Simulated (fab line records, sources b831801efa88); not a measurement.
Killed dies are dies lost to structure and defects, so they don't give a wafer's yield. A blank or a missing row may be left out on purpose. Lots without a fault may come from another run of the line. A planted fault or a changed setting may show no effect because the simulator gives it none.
Chamber matching | flow gf180mcu | GF_V2_CMP_04 on cmp-01: 4 sister chambers
The step polishes SiO2. 14 wafers are shown with their chamber, then 7 later ones without.

WAFERS WITH THEIR CHAMBER
wafer  | chamber | motor_current_A (A) | time_to_endpoint_s (s) | platen_rpm (rpm)
L495.3 | 0       | 12.1                | 71                     | 60.02
L495.4 | 1       | 14.9                | 80                     | 60.01
L495.6 | 0       | 12.5                | 82                     | 59.91
L496.2 | 0       | 12.0                | 73                     | 60.00
L496.3 | 3       | 13.1                | 73                     | 60.02
L496.6 | 0       | 12.3                | 74                     | 60.08
L497.2 | 3       | 14.2                | 73                     | 60.02
L497.4 | 2       | 10.3                | 84                     | 59.98
L497.6 | 3       | 14.3                | 77                     | 59.93
L500.3 | 1       | 15.5                | 76                     | 60.00
L500.4 | 0       | 12.2                | 81                     | 60.04
L500.5 | 0       | 12.5                | 79                     | 59.92
L502.1 | 1       | 15.0                | 76                     | 60.05
L502.2 | 0       | 11.9                | 73                     | 60.01

SIGNATURES (means of the wafers above)
reading            | chamber 0 | chamber 1 | chamber 2 | chamber 3 | scatter within a chamber
motor_current_A    | 12.214    | 15.133    | 10.300    | 13.867    | 0.377
time_to_endpoint_s | 76.14     | 77.33     | 84.00     | 74.33     | 3.72
platen_rpm         | 59.9971   | 60.0200   | 59.9800   | 59.9900   | 0.0545
Rule: a wafer's distance from a chamber is the root of the sum, over the readings, of the square of ((its reading less the chamber's mean) divided by the reading's scatter). The wafer belongs to the nearest chamber; if the next one is less than 2 further off, it can't be placed. The scatter: the root of (the sum of the squares of (reading less its chamber's mean) over the shown wafers, divided by (wafers less chambers)).

WAFERS WITHOUT THEIR CHAMBER
wafer  | motor_current_A (A) | time_to_endpoint_s (s) | platen_rpm (rpm)
L502.5 | 10.7                | 85                     | 59.99
L508.1 | 13.4                | 73                     | 60.04
L508.3 | 10.5                | 84                     | 59.93
L508.5 | 10.4                | 83                     | 59.97
L509.3 | 12.3                | 78                     | 59.92
L509.4 | 15.5                | 82                     | 60.02
L509.5 | 13.7                | 78                     | 60.00

WHICH CHAMBER EACH WENT THROUGH
wafer  | from the rows above     | in truth
L502.5 | 2                       | 2
L508.1 | can't be placed: 3 or 0 | 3
L508.3 | 2                       | 2
L508.5 | 2                       | 2
L509.3 | 0                       | 0
L509.4 | 1                       | 1
L509.5 | 3                       | 3
Placed correctly: 6 of 7. Can't be placed from these rows: 1 (the true chamber is among the candidates in 1). Placed wrongly: 0.
